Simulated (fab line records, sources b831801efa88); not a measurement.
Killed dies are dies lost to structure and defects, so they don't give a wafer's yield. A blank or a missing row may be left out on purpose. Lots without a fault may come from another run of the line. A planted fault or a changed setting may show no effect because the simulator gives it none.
fab line records | flow gf180mcu
record lots=11 wafers=33 last_day=34
route steps=602 shown MVSD@76 PSD@261 NSD@262 CONTACT@291 V1@351
lots that met no fault: from a run of the same line without faults
start_h: hours from the record's first day to the start of the lot's first wafer shown | wait_h: hours since the lot's step before | " the same as in the row above | L1.1+2: a row that stands for several wafers | - no value, or no start given | * or withheld: withheld | < > ~ a bound
route shown NAME@n: a module of which the file shows steps, and the number in the route of the first | usual: mean/standard deviation of fault-free wafers | same: alike in all rows | chamber/n: place in a boat | sites: the reading at each site | _std_site: their standard deviation | _edge_site: outer sites' mean less inner sites' | radius_mm: how far each site lies from the wafer's centre | mask NAME#n: copy n | behind: the tool/chamber that last shaped the wafer | hold: why the lot was held/for how many hours/how that ended | device: the transistor (n, p or np) that didn't switch | end of line: the same wafers' tests at the end of the route | a step without rows: its recipe alone | killed: dies lost to structure and defects at the first sort, not the wafer's yield | map: a wafer's dies, x killed, . not, _ none there
set.NAME: the setting as run; set.NAME@STEP: as run at that earlier step | model.NAME: the simulator's own value behind a step, which no gauge read
steps of the route over a sample of lots; a table a step, a row a wafer
services: from which hour (start_h, from the record's first day; less than 0 if before it) a tool's chamber was out of use, for how many hours, and why
## steps
# step GF_MVSD_STRIP_10
# recipe chemistry=O2/N2 power_w=1400 pressure_mtorr=1500 platen_temp_c=250 o2_flow_sccm=3000 n2_flow_sccm=300 overash_fraction=0.5
# usual chamber_pressure_mTorr=1500.0/1.3 drypump_motor_current_A=5.7/0.42 heater_power_w=349/26 oes_product_au=0.722/0.0046 strip_time_to_endpoint_s=36.95/0.09
# columns lot.wafer tool chamber start_h wait_h chamber_pressure_mTorr drypump_motor_current_A heater_power_w oes_product_au rf_hours_counter_h strip_time_to_endpoint_s
L932.2 plasma_asher-02 1 88.14 0.1 1497.5 5.6 319 0.726 41 36.95
L932.4 " 1 " " 1498.3 5.6 328 0.716 - 37.04
L932.5 " 1 " " 1501.4 5.6 318 0.723 - 37.01
L933.3 plasma_asher-03 0 92.53 0.1 1498.8 6.5 384 0.719 - 36.86
L933.5 " 0 " " 1498.5 6.5 381 0.722 - 36.96
L933.6 " 1 " " 1500.7 5.5 313 0.719 - 36.99
L934.1 plasma_asher-03 1 101.26 0.1 1500.9 5.4 325 0.724 45 36.97
L934.4 " 1 " " 1500.8 5.5 327 0.718 - 36.98
L934.5 " 1 " " 1498.1 5.5 325 0.719 - 37.03
L935.1 plasma_asher-02 1 104.84 0.1 1501.3 5.6 331 0.729 42 36.81
L935.3 " 1 " " 1501.0 5.6 323 0.725 - 36.80
L935.4 " 0 " " 1499.8 6.4 398 0.712 - 36.75
L939.2 plasma_asher-01 1 127.94 0.1 1498.6 5.4 352 0.727 33 36.95
L939.5 " 0 " " 1500.2 5.5 355 0.721 - 36.89
L939.6 " 1 " " 1498.5 5.4 332 0.720 - 37.02
L942.1 plasma_asher-01 0 148.79 0.1 1499.3 5.6 347 0.719 35 36.95
L942.2 " 1 " " 1499.2 5.4 336 0.721 35 36.87
L942.6 " 0 " " 1498.7 5.5 343 0.721 - 36.97
L944.3 plasma_asher-03 0 159.72 0.1 1498.7 6.5 383 0.721 - 36.93
L944.4 " 1 " " 1498.8 5.4 327 0.719 - 36.85
L944.6 " 0 " " 1500.2 6.5 379 0.725 - 36.81
L946.1 plasma_asher-01 0 173.19 0.1 1498.9 5.5 357 0.722 38 36.88
L946.4 " 0 " " 1501.3 5.5 361 0.723 - 36.96
L946.6 " 0 " " 1499.8 5.5 342 0.728 - 36.84
L947.1 plasma_asher-01 0 176.12 0.2 1500.6 5.5 347 0.723 39 36.92
L947.4 " 1 " " 1500.5 5.4 343 0.718 - 36.83
L947.5 " 0 " " 1499.0 5.5 349 0.723 - 36.84
L953.1 plasma_asher-02 1 210.83 0.1 1500.3 5.6 319 0.720 55 36.84
L953.5 " 0 " " 1500.4 6.4 405 0.720 - 36.96
L953.6 " 1 " " 1500.7 5.6 319 0.718 - 37.05
L954.3 plasma_asher-01 1 215.99 0.1 1501.8 5.4 338 0.723 - 36.91
L954.4 " 0 " " 1502.2 5.5 350 0.720 - 36.88
L954.6 " 1 " " 1498.5 5.4 336 0.728 - 36.96
# step GF_PSD_RTA_13
# recipe temp_c=1025 time_s=20 ambient=N2
# usual lamp_power_pct=41/3.3 wafer_temp_C_max=1029.7/1.3
# columns lot.wafer tool chamber start_h wait_h lamp_power_pct wafer_temp_C_max
L932.2 rtp_anneal-02 0 330.53 0.0 38 1027.9
L932.4 " 0 " " 38 1032.9
L932.5 " 0 " " 38 1029.6
L933.3 rtp_anneal-02 0 332.50 0.0 38 1030.2
L933.5 " 0 " " 38 1030.6
L933.6 " 0 " " 38 1031.9
L934.1 rtp_anneal-01 0 347.62 0.0 45 1028.5
L934.4 " 0 " " 45 1028.1
L934.5 " 0 " " 45 1028.6
L935.1 rtp_anneal-01 0 347.73 0.0 45 1028.9
L935.3 " 0 " " 45 1029.8
L935.4 " 0 " " 45 1029.4
L939.2 rtp_anneal-01 0 387.04 0.0 45 1029.7
L939.5 " 0 " " 45 1028.6
L939.6 " 0 " " 45 1028.4
L942.1 rtp_anneal-02 0 408.95 0.0 38 1030.8
L942.2 " 0 " " 38 1031.2
L942.6 " 0 " " 38 1030.5
L944.3 rtp_anneal-02 0 430.78 0.0 38 1030.0
L944.4 " 0 " " 38 1031.5
L944.6 " 0 " " 38 1031.6
L946.1 rtp_anneal-02 0 446.15 0.0 40 1030.6
L946.4 " 0 " " 40 1029.3
L946.6 " 0 " " 41 1030.5
L947.1 rtp_anneal-02 0 449.00 0.0 41 1031.2
L947.4 " 0 " " 41 1031.4
L947.5 " 0 " " 41 1030.7
L953.1 rtp_anneal-01 0 500.37 0.0 45 1030.3
L953.5 " 0 " " 45 1029.3
L953.6 " 0 " " 45 1029.1
L954.3 rtp_anneal-01 0 510.17 0.1 45 1028.7
L954.4 " 0 " " 45 1028.6
L954.6 " 0 " " 45 1028.9
# step GF_PSD_RS_MEAS_14
# recipe thk_meas_gauge=four-point-probe
# usual NSD_RS=46.16/0.098
# columns lot.wafer tool chamber start_h wait_h hold NSD_RS[ohm/sq]
L932.2 film_metro-01 - 330.62 0.1 - 46.09
L932.4 " - " " - 46.24
L932.5 " - " " - 46.30
L933.3 film_metro-01 - 332.59 0.1 - 46.18
L933.5 " - " " - 46.12
L933.6 " - " " - 46.16
L934.1 film_metro-02 - 347.71 0.1 - 46.09
L934.4 " - " " - 46.14
L934.5 " - " " - 46.09
L935.1 film_metro-01 - 347.93 0.2 - 46.20
L935.3 " - " " - 46.18
L935.4 " - " " - 46.25
L939.2 film_metro-01 - 387.13 0.1 - 46.08
L939.5 " - " " - 46.04
L939.6 " - " " - 46.08
L942.1 film_metro-01 - 409.12 0.1 - 46.38
L942.2 " - " " - 46.41
L942.6 " - " " - 46.38
L944.3 film_metro-01 - 430.88 0.1 - 46.28
L944.4 " - " " - 46.36
L944.6 " - " " - 46.15
L946.1 film_metro-03 - 446.24 0.1 await_dispo/0.2h/release 42.60
L946.4 " - " " await_dispo/0.2h/release 42.70
L946.6 " - " " await_dispo/0.2h/release 42.72
L946.1 film_metro-03 - 446.52 0.3 - 42.72
L946.4 " - " " - 42.64
L946.6 " - " " - 42.69
L947.1 film_metro-01 - 449.09 0.1 await_dispo/0.2h/release 42.77
L947.4 " - " " await_dispo/0.2h/release 42.80
L947.5 " - " " await_dispo/0.2h/release 42.84
L947.1 film_metro-01 - 449.37 0.3 - 42.64
L947.4 " - " " - 42.74
L947.5 " - " " - 42.77
L953.1 film_metro-03 - 500.46 0.1 - 46.18
L953.5 " - " " - 46.11
L953.6 " - " " - 46.10
L954.3 film_metro-02 - 510.32 0.1 - 46.17
L954.4 " - " " - 46.12
L954.6 " - " " - 46.18
# step GF_PSD_RS_MEAS_15
# recipe thk_meas_gauge=four-point-probe
# usual PSD_RS=108.6/0.3
# columns lot.wafer tool chamber start_h wait_h hold PSD_RS[ohm/sq]
L932.2 film_metro-01 - 330.74 0.1 - 108.4
L932.4 " - " " - 109.2
L932.5 " - " " - 108.8
L933.3 film_metro-01 - 332.71 0.1 - 108.6
L933.5 " - " " - 108.4
L933.6 " - " " - 108.9
L934.1 film_metro-02 - 347.83 0.1 - 108.2
L934.4 " - " " - 108.2
L934.5 " - " " - 108.1
L935.1 film_metro-01 - 348.05 0.1 - 108.7
L935.3 " - " " - 108.5
L935.4 " - " " - 108.8
L939.2 film_metro-01 - 387.25 0.1 - 108.6
L939.5 " - " " - 108.7
L939.6 " - " " - 108.5
L942.1 film_metro-01 - 409.24 0.1 - 108.7
L942.2 " - " " - 109.1
L942.6 " - " " - 109.1
L944.3 film_metro-01 - 431.00 0.1 - 108.5
L944.4 " - " " - 108.7
L944.6 " - " " - 109.1
L946.1 film_metro-03 - 448.56 2.0 await_dispo/0.2h/release 98.4
L946.4 " - " " await_dispo/0.2h/release 98.6
L946.6 " - " " await_dispo/0.2h/release 98.8
L946.1 film_metro-03 - 449.09 0.5 - 98.3
L946.4 " - " " - 98.6
L946.6 " - " " - 98.7
L947.1 film_metro-01 - 451.43 2.0 await_dispo/0.2h/release 99.0
L947.4 " - " " await_dispo/0.2h/release 99.2
L947.5 " - " " await_dispo/0.2h/release 99.3
L947.1 film_metro-01 - 451.72 0.3 - 98.9
L947.4 " - " " - 99.1
L947.5 " - " " - 99.3
L953.1 film_metro-03 - 500.58 0.1 - 108.5
L953.5 " - " " - 108.2
L953.6 " - " " - 108.5
L954.3 film_metro-02 - 510.44 0.1 - 108.2
L954.4 " - " " - 108.6
L954.6 " - " " - 108.7
# step GF_CONTACT_CMP_04
# recipe material=SiO2 down_force_psi=4 platen_rpm=60 pad_velocity_m_s=0.94248
# usual motor_current_A=11.7/0.81 slurry_flow_ml_min=150.0/0.43 time_to_endpoint_s=113/6.1
# columns lot.wafer tool chamber start_h wait_h motor_current_A slurry_flow_ml_min time_to_endpoint_s
L932.2 cmp-01 0 352.73 0.1 10.8 149.5 112
L932.4 " 2 " " 11.5 149.4 116
L932.5 " 0 " " 11.1 150.8 114
L933.3 cmp-02 0 354.50 0.1 10.8 150.4 109
L933.6 " 3 " " 12.8 149.4 128
L933.5 " 0 " " 11.1 150.2 115
L934.4 cmp-01 1 370.74 0.1 10.9 150.0 123
L934.1 " 3 " " 12.1 150.0 118
L934.5 " 0 " " 11.3 150.5 126
L935.4 cmp-01 1 371.16 0.1 10.5 150.1 110
L935.1 " 2 " " 12.1 150.0 103
L935.3 " 3 " " 12.1 149.8 106
L939.2 cmp-01 3 412.04 0.2 12.5 150.1 108
L939.5 " 0 " " 11.4 149.8 118
L939.6 " 1 " " 10.5 149.5 115
L942.2 cmp-01 3 434.72 0.1 12.1 150.1 107
L942.1 " 0 " " 10.7 149.9 108
L942.6 " 3 " " 12.5 150.2 107
L944.3 cmp-01 3 456.83 0.0 11.4 149.6 105
L944.4 " 0 " " 10.6 150.1 116
L944.6 " 0 " " 10.4 150.2 116
L946.4 cmp-02 1 472.27 0.3 11.9 150.4 109
L946.1 " 2 " " 12.6 149.4 105
L946.6 " 0 " " 11.2 150.1 105
L947.1 cmp-02 2 474.57 0.2 12.8 151.1 114
L947.4 " 0 " " 11.0 150.2 114
L947.5 " 2 " " 12.5 150.6 113
L953.1 cmp-02 0 525.04 0.1 11.1 150.0 105
L953.5 " 0 " " 10.6 150.2 111
L953.6 " 1 " " 12.6 149.8 107
L954.4 cmp-02 2 534.22 0.0 13.0 149.2 119
L954.3 " 0 " " 11.3 149.3 106
L954.6 " 3 " " 12.8 150.7 119
# step GF_V1_ETCH_16
# recipe chemistry=N2/H2 target_depth_a=withheld overetch_a=withheld time_s=withheld target=BARC ion_energy_ev=200 source_w=500 bias_w=100 pressure_mtorr=30 n2_flow_sccm=100 h2_flow_sccm=200
# usual chamber_pressure_mTorr=29.994/0.028 drypump_motor_current_A=5.9/0.39 h2_flow_sccm=200.1/0.56 oes_product_au=0.854/0.0043 throttle_valve_pct=13.223/0.0094
# columns lot.wafer tool chamber start_h wait_h chamber_pressure_mTorr drypump_motor_current_A h2_flow_sccm oes_product_au throttle_valve_pct
L932.2 rie_diel-01 1 424.82 0.0 30.037 5.7 200.8 0.848 13.222
L932.4 " 3 " " 29.991 6.0 200.0 0.853 13.232
L932.5 " 2 " " 29.925 6.3 200.2 0.856 13.225
L933.3 rie_diel-02 3 428.22 0.0 29.997 5.8 200.6 0.850 13.226
L933.5 " 0 " " 30.012 5.7 199.9 0.849 13.216
L933.6 " 1 " " 29.970 5.7 200.0 0.854 13.225
L934.1 rie_diel-03 1 444.59 0.0 30.035 5.3 200.2 0.856 13.222
L934.4 " 0 " " 30.011 6.1 200.2 0.856 13.221
L934.5 " 1 " " 29.974 5.3 199.9 0.860 13.239
L935.1 rie_diel-02 3 445.92 0.0 29.980 5.7 200.3 0.849 13.226
L935.3 " 2 " " 29.978 6.7 201.2 0.857 13.227
L935.4 " 2 " " 29.985 6.7 200.6 0.851 13.224
L939.2 rie_diel-01 0 487.59 0.0 29.997 6.1 199.9 0.851 13.211
L939.5 " 2 " " 30.014 6.3 200.0 0.852 13.222
L939.6 " 1 " " 30.032 5.7 200.6 0.857 13.224
L942.1 rie_diel-01 3 509.46 0.0 29.982 6.0 200.3 0.849 13.200
L942.2 " 0 " " 29.990 6.1 199.5 0.846 13.227
L942.6 " 0 " " 29.975 6.1 199.2 0.849 13.210
L944.3 rie_diel-02 3 531.19 0.0 30.015 5.8 199.7 0.864 13.236
L944.4 " 0 " " 30.016 5.7 199.9 0.851 13.236
L944.6 " 0 " " 29.947 5.6 199.5 0.854 13.226
L946.1 rie_diel-01 2 546.69 0.0 29.950 6.3 199.9 0.854 13.228
L946.4 " 3 " " 29.982 6.0 198.9 0.852 13.221
L946.6 " 0 " " 29.995 6.1 200.1 0.855 13.237
L947.1 rie_diel-01 1 549.32 0.0 30.034 5.8 200.1 0.848 13.245
L947.4 " 3 " " 30.010 6.0 200.2 0.858 13.227
L947.5 " 3 " " 29.997 6.0 200.3 0.854 13.226
L953.1 rie_diel-02 2 594.07 0.0 29.968 6.7 200.0 0.855 13.231
L953.5 " 0 " " 30.019 5.6 200.5 0.855 13.222
L953.6 " 3 " " 29.995 5.8 200.8 0.855 13.219
L954.3 rie_diel-02 0 602.64 0.0 30.020 5.7 200.0 0.864 13.230
L954.4 " 2 " " 30.039 6.7 199.8 0.854 13.230
L954.6 " 1 " " 30.009 5.7 199.9 0.852 13.218
## services
# columns tool chamber start_h hours kind
cmp-02 - 73.09 0.3 repair
plasma_asher-01 - 95.61 1.9 repair
plasma_asher-01 - 95.69 0.6 repair
cmp-01 - 111.66 4.0 pm
rie_diel-02 1 135.13 7.4 repair
cmp-02 - 143.26 2.4 repair
rie_diel-01 2 151.20 9.7 repair
rtp_anneal-01 - 166.15 4.6 pm
cmp-02 - 175.96 0.7 repair
rie_diel-02 0 180.13 9.4 repair
cmp-01 - 195.99 1.8 repair
cmp-01 - 258.98 1.5 repair
cmp-01 - 274.00 6.8 pm
cmp-01 - 287.19 8.6 pm
cmp-01 - 345.04 0.4 repair
rtp_anneal-02 - 376.88 6.6 pm
cmp-01 - 451.66 4.0 pm
cmp-01 - 466.93 11.1 repair
cmp-01 - 470.96 1.6 repair
cmp-01 - 471.62 3.8 repair
cmp-01 - 478.00 9.3 pm
cmp-01 - 491.88 1.1 repair
cmp-01 - 498.67 0.8 repair
cmp-01 - 590.85 2.1 repair
## key
first_sign step=GF_PSD_RS_MEAS_14 reading=visit direction=added
effect step=GF_PSD_RS_MEAS_14 reading=NSD_RS direction=down sigmas=35 usual=46.16 struck=42.74
effect step=GF_PSD_RS_MEAS_15 reading=visit direction=added
effect step=GF_PSD_RS_MEAS_15 reading=PSD_RS direction=down sigmas=32 usual=108.6 struck=98.9
met_at GF_PSD_RTA_13
struck_lots L946,L947
tester_left_out L946,L947
not_acting_at GF_MVSD_STRIP_10,GF_CONTACT_CMP_04,GF_V1_ETCH_16
onset_between 430.78 446.15
fault kind=process_parameter_drift tool=rtp_anneal-02 chamber=- onset_h=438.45 steps=GF_PSD_RTA_13 channel=temp_c offset=* shape=step end_h=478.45 acts_in=* stated=*
# tester_left_out: of these lots the tester's yield and bins aren't shown, on N5 and GAA mostly nor the transistor test; their killed dies are dies lost to structure and defects alone, not to doping, threshold or leakage, so they don't give the yield
